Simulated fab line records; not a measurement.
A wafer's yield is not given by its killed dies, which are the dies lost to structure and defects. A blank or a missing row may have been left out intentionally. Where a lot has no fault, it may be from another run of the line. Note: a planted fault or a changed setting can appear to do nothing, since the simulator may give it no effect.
fab line records	flow sky130
[record] lots = 10	wafers = 30	last-day = 50
route steps=708 shown METAL2@503 VIA2@522 CAPM@539 PAD_OPEN@708
lots with no fault: from the same line, run without faults
start-h: hours from the record's first day to the start of the lot's first wafer shown	wait-h: time in hours since the lot's previous step	" same as the row above	L1.1+2: a single row standing in for several wafers	- no value, or no start was given	* or withheld: withheld	< > ~ a bound
route shown NAME@n: NAME is a module with steps in the file, n the number in the route of the first one	usual: mean and standard deviation over wafers with no fault	same: alike in all rows	chamber/n: place in a boat	sites: readings site by site	_std_site: the standard deviation of these	_edge_site: inner sites' mean taken away from outer sites' mean	radius-mm: for every site, how far away it sits from the centre of the wafer	mask NAME#n: copy n	behind: the tool/chamber that last shaped the wafer	hold: what put the lot on hold/how long, in hours/how the hold closed	device: transistor that didn't switch, given as n, p or np	end of line: the tests these same wafers got at the end of their route	where a step has no rows: the recipe by itself	killed: dies lost to structure and defects at the first sort, not the wafer's yield	map: per-die view of a wafer (x killed, . not killed, _ where there is no die)
set.NAME: the setting that was run; set.NAME@STEP: the one run at that earlier step	model.NAME: the simulator's own value behind a step, which no gauge read
one table for each step of the route and one row for each wafer, over a sample of lots
services: when a tool's chamber went out of use (start-h, in hours from the record's first day, below 0 if earlier), for how many hours, and the reason
[[steps]]
[step SKY_METAL2_STRIP_20]
[recipe] chemistry = O2/N2	power-w = 1400	pressure-mtorr = 1500	platen-temp-c = withheld	o2-flow-sccm = 3000	n2-flow-sccm = 300	overash-fraction = 0.5
[usual] drypump-motor-current-A = 5.5/0.43	oes-product-au = 0.344/0.0051	strip-time-to-endpoint-s = 2.71/0.047
lot.wafer	tool	chamber	start-h	wait-h	drypump-motor-current-A	oes-product-au	rf-hours-counter-h	strip-time-to-endpoint-s
L894.1	plasma-asher-03	1	831.69	0.1	5.5	0.345	7	2.64
L894.3	"	1	"	"	5.5	0.340	-	2.64
L894.6	"	1	"	"	5.5	0.338	-	2.66
L897.1	plasma-asher-02	0	872.33	0.1	6.0	0.338	111	2.63
L897.5	"	0	"	"	6.0	0.345	-	2.73
L897.6	"	1	"	"	6.1	0.348	-	2.71
L900.1	plasma-asher-03	1	895.78	0.1	5.5	0.344	13	2.75
L900.2	"	0	"	"	4.8	0.339	13	2.74
L900.3	"	1	"	"	5.5	0.349	-	2.75
L901.1	plasma-asher-02	1	902.68	0.1	6.1	0.341	115	2.66
L901.3	"	1	"	"	6.1	0.347	-	2.72
L901.6	"	0	"	"	6.0	0.335	-	2.67
L902.2	plasma-asher-02	1	904.68	0.1	6.2	0.346	115	2.68
L902.4	"	1	"	"	6.1	0.349	-	2.70
L902.5	"	1	"	"	6.1	0.344	-	2.73
L906.1	plasma-asher-03	1	932.07	0.1	5.5	0.334	17	2.58
L906.2	"	0	"	"	4.8	0.338	17	2.68
L906.3	"	1	"	"	5.5	0.344	-	2.68
L907.2	plasma-asher-04	0	934.08	0.1	5.3	0.341	50	2.72
L907.4	"	1	"	"	5.6	0.343	-	2.74
L907.6	"	0	"	"	5.3	0.338	-	2.75
L908.1	plasma-asher-03	0	939.93	0.1	4.8	0.347	18	2.77
L908.2	"	1	"	"	5.5	0.347	18	2.77
L908.4	"	1	"	"	5.5	0.339	-	2.76
L910.1	plasma-asher-02	1	953.83	0.1	6.1	0.353	117	2.68
L910.5	"	0	"	"	6.0	0.349	-	2.65
L910.6	"	1	"	"	6.1	0.339	-	2.74
L914.3	plasma-asher-04	0	984.42	0.1	5.3	0.348	-	2.77
L914.4	"	1	"	"	5.6	0.342	-	2.72
L914.6	"	0	"	"	5.3	0.342	-	2.74
[step SKY_VIA2_ETCH_15]
[recipe] target = SiO2	chemistry = C4F8/O2/Ar	target-depth-nm = 546	stop-on = TiN	mask-material = KrF-thick	source-w = 1500	bias-w = 1200	pressure-mtorr = 40	c4f8-flow-sccm = withheld	O2_flow_sccm = 6	Ar_flow_sccm = 300	time-s = 84
[usual] oes-product-au = 0.940/0.005
[same] time-s = 84
lot.wafer	tool	chamber	start-h	wait-h	oes-product-au	rf-hours-counter-h
L894.1	rie-diel-04	1	859.85	0.0	0.947	13
L894.3	"	2	"	"	0.937	18
L894.6	"	0	"	"	0.945	-
L897.1	rie-diel-01	1	899.54	0.0	0.939	16
L897.5	"	0	"	"	0.942	-
L897.6	"	1	"	"	0.935	-
L900.1	rie-diel-04	1	922.21	0.0	0.937	15
L900.2	"	2	"	"	0.936	20
L900.3	"	3	"	"	0.941	18
L901.1	rie-diel-04	2	929.16	0.0	0.939	20
L901.3	"	0	"	"	0.940	19
L901.6	"	0	"	"	0.942	-
L902.2	rie-diel-04	0	930.16	0.0	0.939	19
L902.4	"	1	"	"	0.942	15
L902.5	"	3	"	"	0.943	-
L906.1	rie-diel-03	2	957.35	0.0	0.941	9
L906.2	"	1	"	"	0.937	2
L906.3	"	3	"	"	0.940	8
L907.2	rie-diel-03	2	959.59	0.0	0.940	9
L907.4	"	1	"	"	0.936	-
L907.6	"	3	"	"	0.944	-
L908.1	rie-diel-04	0	964.89	0.0	0.935	20
L908.2	"	3	"	"	0.934	19
L908.4	"	1	"	"	0.941	16
L910.1	rie-diel-01	1	978.86	0.0	0.944	19
L910.5	"	1	"	"	0.933	-
L910.6	"	2	"	"	0.936	-
L914.3	rie-diel-01	0	1009.16	0.0	0.942	29
L914.4	"	1	"	"	0.944	20
L914.6	"	3	"	"	0.952	-
[step SKY_VIA2_CMP_24]
[recipe] stop-on = SiO2	t-overpolish-s = 20	down-force-psi = 3.5	platen-rpm = 60	target-thk-nm = 0	pad-velocity-m-s = 0.94248
[usual] motor-current-A = 11.3/0.87	overpolish-run-s = 19.999/0.0092	time-to-endpoint-s = 103/4.2
[same] t-overpolish-s = 20
lot.wafer	tool	chamber	start-h	wait-h	motor-current-A	overpolish-run-s	time-to-endpoint-s
L894.1	cmp-01	2	860.88	0.1	12.2	20.005	97
L894.3	"	1	"	"	11.6	20.004	101
L894.6	"	2	"	"	12.7	19.985	99
L897.1	cmp-02	2	900.70	0.1	12.1	19.997	103
L897.6	"	0	"	"	11.5	20.003	109
L897.5	"	1	"	"	11.1	19.980	99
L900.3	cmp-01	2	923.57	0.0	12.3	19.986	100
L900.1	"	0	"	"	10.8	20.015	106
L900.2	"	1	"	"	10.7	19.989	107
L901.3	cmp-01	1	930.77	0.1	11.0	20.004	102
L901.1	"	3	"	"	9.4	20.009	102
L901.6	"	1	"	"	10.8	19.998	103
L902.2	cmp-02	2	931.32	0.0	12.7	19.989	97
L902.4	"	3	"	"	10.7	19.988	98
L902.5	"	3	"	"	10.8	20.000	98
L906.2	cmp-01	0	958.41	0.0	11.2	19.990	111
L906.3	"	1	"	"	10.7	19.995	114
L906.1	"	3	"	"	9.8	19.992	106
L907.4	cmp-02	3	960.66	0.1	11.5	20.011	98
L907.2	"	1	"	"	10.7	20.006	98
L907.6	"	3	"	"	10.8	19.988	99
L908.1	cmp-02	1	965.97	0.1	10.6	19.995	94
L908.4	"	2	"	"	12.2	19.993	98
L908.2	"	3	"	"	11.0	19.988	96
L910.1	cmp-01	0	979.97	0.1	10.6	20.012	101
L910.5	"	3	"	"	10.1	20.008	105
L910.6	"	0	"	"	11.8	20.008	108
L914.4	cmp-01	0	1010.18	0.0	11.6	19.997	105
L914.3	"	2	"	"	12.7	20.008	105
L914.6	"	1	"	"	11.0	19.988	108
[step SKY_CAPM_SPUTTER_02]
[recipe] material = TiN	target-thk-nm = 200	temp-c = 300	power-w = 6716	time-s = 166.7	chamber-pressure-pa = 0.4
[usual] throttle-valve-pct = 29.9/1.1
lot.wafer	tool	chamber	start-h	wait-h	throttle-valve-pct
L894.1	pvd-sputter-03	-	861.44	0.1	29.0
L894.3	"	-	"	"	29.9
L894.6	"	-	"	"	28.9
L897.1	pvd-sputter-03	-	901.14	0.1	29.8
L897.5	"	-	"	"	28.7
L897.6	"	-	"	"	30.8
L900.1	pvd-sputter-04	-	924.11	0.1	27.9
L900.2	"	-	"	"	28.5
L900.3	"	-	"	"	30.1
L901.1	pvd-sputter-03	-	931.26	0.1	31.0
L901.3	"	-	"	"	29.8
L901.6	"	-	"	"	28.6
L902.2	pvd-sputter-03	-	931.85	0.0	30.1
L902.4	"	-	"	"	30.7
L902.5	"	-	"	"	29.8
L906.1	pvd-sputter-04	-	958.94	0.1	28.6
L906.2	"	-	"	"	28.9
L906.3	"	-	"	"	30.4
L907.2	pvd-sputter-03	-	961.15	0.0	30.7
L907.4	"	-	"	"	31.4
L907.6	"	-	"	"	31.3
L908.1	pvd-sputter-03	-	966.45	0.1	30.1
L908.2	"	-	"	"	28.7
L908.4	"	-	"	"	31.3
L910.1	pvd-sputter-03	-	980.46	0.1	31.2
L910.5	"	-	"	"	31.6
L910.6	"	-	"	"	28.8
L914.3	pvd-sputter-02	-	1010.72	0.0	31.1
L914.4	"	-	"	"	30.2
L914.6	"	-	"	"	28.6
[step SKY_CAPM_RS_MEAS_03]
[recipe] thk-meas-gauge = four-point-probe	reads = TiN_of_CAPM_SPUTTER_02
[usual] CAPM_TIN_RS = 6.69/0.072
lot.wafer	tool	chamber	start-h	wait-h	CAPM_TIN_RS[ohm/sq]
L894.1	film-metro-02	-	861.55	0.1	6.59
L894.3	"	-	"	"	6.59
L894.6	"	-	"	"	6.60
L897.1	film-metro-01	-	901.25	0.1	6.77
L897.5	"	-	"	"	6.76
L897.6	"	-	"	"	6.75
L900.1	film-metro-01	-	924.22	0.1	6.62
L900.2	"	-	"	"	6.63
L900.3	"	-	"	"	6.65
L901.1	film-metro-04	-	931.37	0.1	6.67
L901.3	"	-	"	"	6.67
L901.6	"	-	"	"	6.67
L902.2	film-metro-02	-	931.98	0.1	6.86
L902.4	"	-	"	"	6.84
L902.5	"	-	"	"	6.90
L906.1	film-metro-04	-	959.05	0.1	6.57
L906.2	"	-	"	"	6.63
L906.3	"	-	"	"	6.60
L907.2	film-metro-04	-	961.28	0.1	6.69
L907.4	"	-	"	"	4.95
L907.6	"	-	"	"	4.98
L908.1	film-metro-01	-	966.56	0.1	6.80
L908.2	"	-	"	"	6.77
L908.4	"	-	"	"	5.00
L910.1	film-metro-04	-	980.57	0.1	4.95
L910.5	"	-	"	"	4.98
L910.6	"	-	"	"	6.66
L914.3	film-metro-02	-	1010.87	0.1	6.70
L914.4	"	-	"	"	6.61
L914.6	"	-	"	"	6.74
[step SKY_CAPM_THK_MEAS_04]
[recipe] thk-meas-gauge = xrf	reads = TiN_of_CAPM_SPUTTER_02
[usual] CAPM_TIN_THK = 206.8/2.3
lot.wafer	tool	chamber	start-h	wait-h	CAPM_TIN_THK[nm]
L894.1	film-metro-02	-	861.67	0.1	210.7
L894.3	"	-	"	"	210.5
L894.6	"	-	"	"	211.6
L897.1	film-metro-01	-	901.37	0.1	205.6
L897.5	"	-	"	"	205.8
L897.6	"	-	"	"	206.0
L900.1	film-metro-01	-	924.34	0.1	209.9
L900.2	"	-	"	"	210.2
L900.3	"	-	"	"	208.4
L901.1	film-metro-04	-	931.49	0.1	206.2
L901.3	"	-	"	"	206.1
L901.6	"	-	"	"	204.6
L902.2	film-metro-02	-	932.09	0.1	202.2
L902.4	"	-	"	"	203.5
L902.5	"	-	"	"	201.1
L906.1	film-metro-04	-	959.17	0.1	209.5
L906.2	"	-	"	"	207.6
L906.3	"	-	"	"	209.0
L907.2	film-metro-04	-	961.39	0.1	206.1
L907.4	"	-	"	"	276.1
L907.6	"	-	"	"	273.4
L908.1	film-metro-01	-	966.68	0.1	203.7
L908.2	"	-	"	"	204.4
L908.4	"	-	"	"	274.1
L910.1	film-metro-04	-	980.69	0.1	276.6
L910.5	"	-	"	"	273.8
L910.6	"	-	"	"	206.3
L914.3	film-metro-02	-	1010.97	0.1	208.5
L914.4	"	-	"	"	210.5
L914.6	"	-	"	"	207.7
[step SKY_CAPM_METAL_ETCH_13]
[recipe] target-depth-nm = 220	stop-on = SiO2	chemistry = Cl2/BCl3	target = TiN	pressure-mtorr = 10	icp-w = 900	bias-w = 48.5	Cl2_flow_sccm = 60	bcl3-flow-sccm = 30	time-s = 62.9
[usual] drypump-motor-current-A = 5.5/0.48	oes-product-au = 0.958/0.007	throttle-valve-pct = 21.893/0.009
[same] time-s = 62.9
lot.wafer	tool	chamber	start-h	wait-h	drypump-motor-current-A	oes-product-au	rf-hours-counter-h	throttle-valve-pct
L894.1	rie-metal-04	0	886.82	0.0	5.2	0.963	15	21.890
L894.3	"	0	"	"	5.2	0.966	-	21.893
L894.6	"	0	"	"	5.2	0.970	-	21.878
L897.1	rie-metal-01	0	925.37	0.0	5.9	0.960	10	21.886
L897.5	"	1	"	"	4.7	0.958	-	21.896
L897.6	"	0	"	"	5.9	0.958	-	21.885
L900.1	rie-metal-01	0	948.43	0.0	5.9	0.961	11	21.891
L900.2	"	1	"	"	4.7	0.960	14	21.892
L900.3	"	1	"	"	4.7	0.963	-	21.889
L901.1	rie-metal-01	0	955.74	0.0	5.9	0.962	12	21.895
L901.3	"	1	"	"	4.7	0.958	-	21.884
L901.6	"	1	"	"	4.7	0.961	-	21.891
L902.2	rie-metal-04	1	955.88	0.0	5.8	0.950	13	21.890
L902.4	"	1	"	"	5.8	0.957	-	21.887
L902.5	"	0	"	"	5.2	0.948	-	21.908
L906.1	rie-metal-01	1	983.08	0.0	4.7	0.975	16	21.891
L906.2	"	0	"	"	5.9	0.960	13	21.902
L906.3	"	0	"	"	5.9	0.960	-	21.894
L907.2	rie-metal-03	0	984.58	0.0	5.9	0.956	12	21.904
L907.4	"	0	"	"	5.9	0.979	-	21.871
L907.6	"	1	"	"	5.7	0.975	-	21.889
L908.1	rie-metal-03	0	990.08	0.0	6.0	0.953	12	21.886
L908.2	"	1	"	"	5.7	0.945	14	21.908
L908.4	"	0	"	"	6.0	0.982	-	21.870
L910.1	rie-metal-03	0	1003.93	0.0	6.0	0.975	13	21.889
L910.5	"	0	"	"	6.0	0.981	-	21.868
L910.6	"	1	"	"	5.7	0.947	-	21.899
L914.3	rie-metal-03	1	1033.35	0.0	5.7	0.955	-	21.902
L914.4	"	0	"	"	5.9	0.965	-	21.884
L914.6	"	0	"	"	6.0	0.952	-	21.896
[step SKY_PAD_OPEN_PROBE_99]
[usual] defect-limited-yield = 81.8/2	killed_at_M0_to_M3 = 44/7.5	killed_at_M4_up = 3.3/1.8	killed-at-contacts = 25/5.9	killed-at-front-end = 16/4.7	killed-at-other = 0.3/0.52	killed-dies = 89/9.9	killed-open = 49/7.8	killed-short = 40/5.8
[same] gross-dies = 492	killed-at-back-side = 0
lot.wafer	tool	chamber	start-h	wait-h	defect-limited-yield[%]	killed_at_M0_to_M3	killed_at_M4_up	killed-at-contacts	killed-at-front-end	killed-at-other	killed-dies	killed-open	killed-short
L894.1	prober-01	-	1083.38	0.1	86.2	27	3	17	21	0	68	36	32
L894.3	prober-01	-	1083.48	0.2	80.7	46	2	27	20	0	95	52	43
L894.6	prober-01	-	1083.63	0.2	79.3	49	4	29	20	0	102	56	45
L897.1	prober-02	-	1116.07	0.1	79.3	56	5	25	16	0	102	50	52
L897.5	prober-02	-	1116.27	0.2	83.7	37	3	25	13	2	80	44	34
L897.6	prober-02	-	1116.32	0.2	83.7	44	3	24	9	0	80	44	36
L900.1	prober-01	-	1133.08	0.1	80.1	53	1	21	23	0	98	55	43
L900.2	prober-01	-	1133.13	0.1	83.5	37	4	19	20	1	81	42	39
L900.3	prober-01	-	1133.18	0.2	84.8	34	4	21	16	0	75	49	26
L902.2	prober-02	-	1141.86	0.1	81.1	41	3	37	12	0	93	54	39
L902.4	prober-02	-	1141.96	0.2	82.5	49	1	22	14	0	86	44	42
L902.5	prober-02	-	1142.01	0.2	79.9	44	2	36	17	0	99	59	40
L901.1	prober-01	-	1142.51	0.1	80.1	41	2	37	18	0	98	53	45
L901.3	prober-01	-	1142.61	0.2	76.4	47	1	44	24	0	116	70	46
L901.6	prober-01	-	1142.76	0.2	81.3	44	5	26	17	0	92	48	44
L906.1	prober-01	-	1162.79	0.1	82.3	47	4	22	14	0	87	37	50
L906.2	prober-01	-	1162.84	0.1	78.3	43	1	26	36	1	107	62	45
L906.3	prober-01	-	1162.89	0.2	80.3	55	5	21	16	0	97	55	42
L907.2	prober-02	-	1163.16	0.1	82.5	42	8	22	14	0	86	45	41
L907.4	prober-02	-	1163.26	0.2	82.3	38	5	26	18	0	87	46	41
L907.6	prober-02	-	1163.36	0.2	80.1	52	5	20	21	0	98	51	47
L908.1	prober-01	-	1165.11	0.1	80.9	54	1	25	14	0	94	53	41
L908.2	prober-01	-	1165.16	0.1	79.5	45	4	33	19	0	101	57	44
L908.4	prober-01	-	1165.26	0.2	81.9	37	4	27	20	1	89	46	43
L910.1	prober-01	-	1176.64	0.1	82.5	50	4	18	14	0	86	51	35
L910.5	prober-01	-	1176.84	0.2	84.6	36	8	18	14	0	76	38	38
L910.6	prober-01	-	1176.89	0.2	84.6	49	2	17	8	0	76	47	29
L914.3	prober-01	-	1197.74	0.2	81.1	47	1	27	18	0	93	49	44
L914.4	prober-01	-	1197.79	0.2	86.4	43	3	12	9	0	67	39	28
L914.6	prober-01	-	1197.89	0.2	81.1	51	3	25	14	0	93	52	41
// killed by level:class
L894.1 FIELD_ISO:geometric-particle:short=8 POLY_GATE:geometric-particle:open=6 LI_CONTACT:geometric-particle:open=6 VIA1:geometric-particle:open=6 LOCAL_INTERCONNECT:geometric-particle:short=5 VIA2:geometric-particle:short=5 FIELD_ISO:geometric-particle:open=4 VIA3:geometric-particle:open=4
L894.3 VIA2:geometric-particle:open=10 CONTACT:geometric-particle:open=9 VIA1:geometric-particle:open=9 LI_CONTACT:geometric-particle:open=7 LI_CONTACT:geometric-particle:short=7 VIA1:geometric-particle:short=6 POLY_GATE:geometric-particle:short=5 VIA3:geometric-particle:open=5
L894.6 CONTACT:geometric-particle:open=10 VIA2:geometric-particle:open=9 VIA3:geometric-particle:open=8 FIELD_ISO:geometric-particle:open=7 LI_CONTACT:geometric-particle:open=7 METAL2:geometric-particle:short=7 VIA1:geometric-particle:open=7 METAL3:geometric-particle:short=6
L897.1 VIA1:geometric-particle:open=11 CONTACT:geometric-particle:open=9 VIA1:geometric-particle:short=8 VIA2:geometric-particle:open=8 METAL1:geometric-particle:short=6 METAL2:geometric-particle:short=6 METAL3:geometric-particle:short=6 LOCAL_INTERCONNECT:geometric-particle:short=5
L897.5 CONTACT:geometric-particle:open=11 VIA3:geometric-particle:open=9 VIA1:geometric-particle:open=7 LI_CONTACT:geometric-particle:open=5 FIELD_ISO:geometric-particle:open=4 CONTACT:geometric-particle:short=4 VIA1:geometric-particle:short=4 METAL2:geometric-particle:short=4
L897.6 CONTACT:geometric-particle:open=10 LI_CONTACT:geometric-particle:open=8 METAL1:geometric-particle:short=8 VIA1:geometric-particle:open=8 VIA1:geometric-particle:short=7 VIA3:geometric-particle:open=4 METAL2:geometric-particle:short=3 FIELD_ISO:geometric-particle:short=3
L900.1 VIA1:geometric-particle:open=17 FIELD_ISO:geometric-particle:short=9 VIA2:geometric-particle:open=8 CONTACT:geometric-particle:open=7 VIA1:geometric-particle:short=7 POLY_GATE:geometric-particle:open=6 LOCAL_INTERCONNECT:geometric-particle:short=6 VIA3:geometric-particle:open=5
L900.2 LI_CONTACT:geometric-particle:open=6 CONTACT:geometric-particle:open=6 METAL1:geometric-particle:short=6 VIA1:geometric-particle:open=6 VIA3:geometric-particle:open=6 FIELD_ISO:geometric-particle:short=5 POLY_GATE:geometric-particle:short=5 VIA2:geometric-particle:short=5
L900.3 VIA1:geometric-particle:open=9 CONTACT:geometric-particle:open=8 FIELD_ISO:geometric-particle:open=7 VIA1:geometric-particle:short=7 LI_CONTACT:geometric-particle:open=6 VIA2:geometric-particle:open=5 METAL1:geometric-particle:short=4 METAL4:geometric-particle:short=3
L902.2 CONTACT:geometric-particle:open=12 LI_CONTACT:geometric-particle:open=11 CONTACT:geometric-particle:short=9 VIA1:geometric-particle:open=9 VIA3:geometric-particle:open=7 POLY_GATE:geometric-particle:open=6 LOCAL_INTERCONNECT:geometric-particle:short=4 VIA2:geometric-particle:open=4
L902.4 VIA1:geometric-particle:open=13 CONTACT:geometric-particle:open=8 LI_CONTACT:geometric-particle:open=7 VIA1:geometric-particle:short=7 METAL2:geometric-particle:short=6 VIA3:geometric-particle:open=5 POLY_GATE:geometric-particle:short=4 VIA3:geometric-particle:short=4
L902.5 CONTACT:geometric-particle:open=13 VIA1:geometric-particle:open=13 LI_CONTACT:geometric-particle:open=7 LOCAL_INTERCONNECT:geometric-particle:short=7 VIA3:geometric-particle:open=7 POLY_GATE:geometric-particle:short=5 LI_CONTACT:geometric-particle:short=5 FIELD_ISO:geometric-particle:open=4
L901.1 CONTACT:geometric-particle:open=16 VIA1:geometric-particle:open=10 CONTACT:geometric-particle:short=9 VIA2:geometric-particle:open=7 VIA3:geometric-particle:short=6 FIELD_ISO:geometric-particle:open=5 METAL1:geometric-particle:short=5 METAL2:geometric-particle:short=5
L901.3 LI_CONTACT:geometric-particle:open=15 CONTACT:geometric-particle:open=14 CONTACT:geometric-particle:short=11 METAL1:geometric-particle:short=10 VIA1:geometric-particle:open=10 FIELD_ISO:geometric-particle:open=8 VIA3:geometric-particle:open=7 VIA2:geometric-particle:open=5
L901.6 VIA1:geometric-particle:open=9 CONTACT:geometric-particle:open=9 FIELD_ISO:geometric-particle:short=8 LI_CONTACT:geometric-particle:open=8 VIA2:geometric-particle:open=8 METAL1:geometric-particle:short=7 CONTACT:geometric-particle:short=6 METAL2:geometric-particle:short=6
L906.1 VIA1:geometric-particle:open=9 METAL2:geometric-particle:short=9 VIA1:geometric-particle:short=8 CONTACT:geometric-particle:open=7 VIA2:geometric-particle:short=6 LI_CONTACT:geometric-particle:open=5 LOCAL_INTERCONNECT:geometric-particle:short=5 FIELD_ISO:geometric-particle:open=4
L906.2 CONTACT:geometric-particle:open=12 VIA1:geometric-particle:open=9 FIELD_ISO:geometric-particle:open=8 POLY_GATE:geometric-particle:open=8 POLY_GATE:geometric-particle:short=7 LI_CONTACT:geometric-particle:open=6 VIA2:geometric-particle:open=6 METAL1:geometric-particle:short=5
L906.3 VIA1:geometric-particle:open=15 VIA1:geometric-particle:short=9 POLY_GATE:geometric-particle:open=7 LI_CONTACT:geometric-particle:open=7 CONTACT:geometric-particle:open=7 METAL2:geometric-particle:short=7 VIA2:geometric-particle:short=6 VIA3:geometric-particle:open=6
L907.2 VIA1:geometric-particle:open=9 CONTACT:geometric-particle:open=8 METAL4:geometric-particle:short=7 VIA2:geometric-particle:open=7 LI_CONTACT:geometric-particle:open=6 METAL3:geometric-particle:short=5 VIA1:geometric-particle:short=4 METAL2:geometric-particle:short=4
L907.4 LI_CONTACT:geometric-particle:open=8 VIA1:geometric-particle:open=8 VIA3:geometric-particle:open=7 CONTACT:geometric-particle:open=6 FIELD_ISO:geometric-particle:short=5 LOCAL_INTERCONNECT:geometric-particle:short=5 CONTACT:geometric-particle:short=5 METAL3:geometric-particle:short=5
L907.6 VIA1:geometric-particle:open=11 VIA2:geometric-particle:short=7 LI_CONTACT:geometric-particle:open=6 CONTACT:geometric-particle:open=6 METAL1:geometric-particle:short=6 POLY_GATE:geometric-particle:short=5 METAL2:geometric-particle:short=5 VIA3:geometric-particle:open=5
L908.1 VIA1:geometric-particle:open=11 CONTACT:geometric-particle:open=9 VIA2:geometric-particle:open=8 VIA3:geometric-particle:open=7 POLY_GATE:geometric-particle:short=6 METAL3:geometric-particle:short=6 LI_CONTACT:geometric-particle:open=5 VIA1:geometric-particle:short=5
L908.2 VIA1:geometric-particle:open=17 LI_CONTACT:geometric-particle:open=12 VIA3:geometric-particle:open=8 LOCAL_INTERCONNECT:geometric-particle:short=6 CONTACT:geometric-particle:open=6 FIELD_ISO:geometric-particle:short=4 FIELD_ISO:geometric-particle:open=4 POLY_GATE:geometric-particle:open=4
L908.4 CONTACT:geometric-particle:open=10 VIA1:geometric-particle:open=10 FIELD_ISO:geometric-particle:short=8 VIA1:geometric-particle:short=6 CONTACT:geometric-particle:short=5 LI_CONTACT:geometric-particle:short=4 LOCAL_INTERCONNECT:geometric-particle:short=4 VIA2:geometric-particle:open=4
L910.1 VIA1:geometric-particle:open=17 VIA2:geometric-particle:open=9 CONTACT:geometric-particle:open=6 METAL2:geometric-particle:short=5 LI_CONTACT:geometric-particle:short=4 VIA1:geometric-particle:short=4 POLY_GATE:geometric-particle:open=3 LI_CONTACT:geometric-particle:open=3
L910.5 LI_CONTACT:geometric-particle:open=7 METAL1:geometric-particle:short=7 VIA2:geometric-particle:open=7 METAL4:geometric-particle:short=7 POLY_GATE:geometric-particle:short=6 VIA3:geometric-particle:open=6 POLY_GATE:geometric-particle:open=4 LOCAL_INTERCONNECT:geometric-particle:short=4
L910.6 VIA1:geometric-particle:open=12 VIA2:geometric-particle:open=10 LI_CONTACT:geometric-particle:open=7 VIA3:geometric-particle:open=6 VIA1:geometric-particle:short=5 METAL2:geometric-particle:short=5 POLY_GATE:geometric-particle:open=4 CONTACT:geometric-particle:open=4
L914.3 VIA1:geometric-particle:open=14 FIELD_ISO:geometric-particle:short=7 LI_CONTACT:geometric-particle:open=7 METAL1:geometric-particle:short=6 CONTACT:geometric-particle:short=6 CONTACT:geometric-particle:open=6 LOCAL_INTERCONNECT:geometric-particle:short=5 VIA1:geometric-particle:short=5
L914.4 VIA1:geometric-particle:open=10 CONTACT:geometric-particle:open=8 VIA2:geometric-particle:open=7 METAL3:geometric-particle:short=5 VIA1:geometric-particle:short=5 METAL2:geometric-particle:short=5 METAL1:geometric-particle:short=4 VIA3:geometric-particle:open=4
L914.6 VIA2:geometric-particle:open=14 CONTACT:geometric-particle:open=10 VIA3:geometric-particle:open=7 VIA1:geometric-particle:open=6 CONTACT:geometric-particle:short=6 METAL1:geometric-particle:short=5 METAL3:geometric-particle:short=5 FIELD_ISO:geometric-particle:short=4
[[services]]
tool	chamber	start-h	hours	kind
plasma-asher-03	-	810.69	14.6	pm
rie-diel-01	3	814.41	9.2	repair
rie-metal-04	1	818.79	1.1	repair
pvd-sputter-03	-	830.00	3.5	repair
rie-diel-03	0	845.50	15.6	repair
cmp-02	-	848.60	5.0	pm
rie-diel-03	-	849.25	10.0	pm
cmp-01	-	880.59	1.3	repair
rie-diel-03	1	889.23	3.9	repair
cmp-02	-	912.37	4.0	pm
plasma-asher-02	-	913.48	23.6	repair
cmp-02	-	914.12	1.3	repair
rie-diel-04	-	953.94	1.1	repair
plasma-asher-03	-	956.20	0.9	repair
rie-metal-01	1	960.72	5.6	repair
cmp-01	-	961.76	6.2	pm
plasma-asher-02	-	968.65	28.1	pm
rie-diel-01	3	971.80	6.0	repair
rie-diel-04	2	975.21	1.2	repair
cmp-02	-	976.88	5.7	repair
cmp-02	-	1017.01	0.7	repair
rie-diel-01	-	1018.46	2.8	pm
rie-metal-01	0	1023.95	11.3	repair
plasma-asher-02	-	1029.87	4.6	repair
[[key]]
[first-sign] step = SKY_CAPM_RS_MEAS_03	reading = CAPM_TIN_RS	direction = down	sigmas = 24	usual = 6.69	struck = 4.97
[effect] step = SKY_CAPM_THK_MEAS_04	reading = CAPM_TIN_THK	direction = up	sigmas = 29	usual = 206.8	struck = 274.8
[effect] step = SKY_CAPM_METAL_ETCH_13	reading = oes-product-au	direction = up	sigmas = 3	usual = 0.958	struck = 0.978
met-at SKY_CAPM_SPUTTER_02
struck-lots L907,L908,L910
struck-wafers L907.4,L907.6,L908.4,L910.1,L910.5
not-acting-at SKY_METAL2_STRIP_20,SKY_VIA2_ETCH_15,SKY_VIA2_CMP_24
[fault] kind = process-parameter-drift	tool = pvd-sputter-03	chamber = -	onset-h = 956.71	steps = SKY_CAPM_SPUTTER_02	channel = target-thk-nm	offset = 66.018	shape = step	end-h = 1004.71	acts-in = these-recipes-only	stated = 200	scope = struck-wafers-only
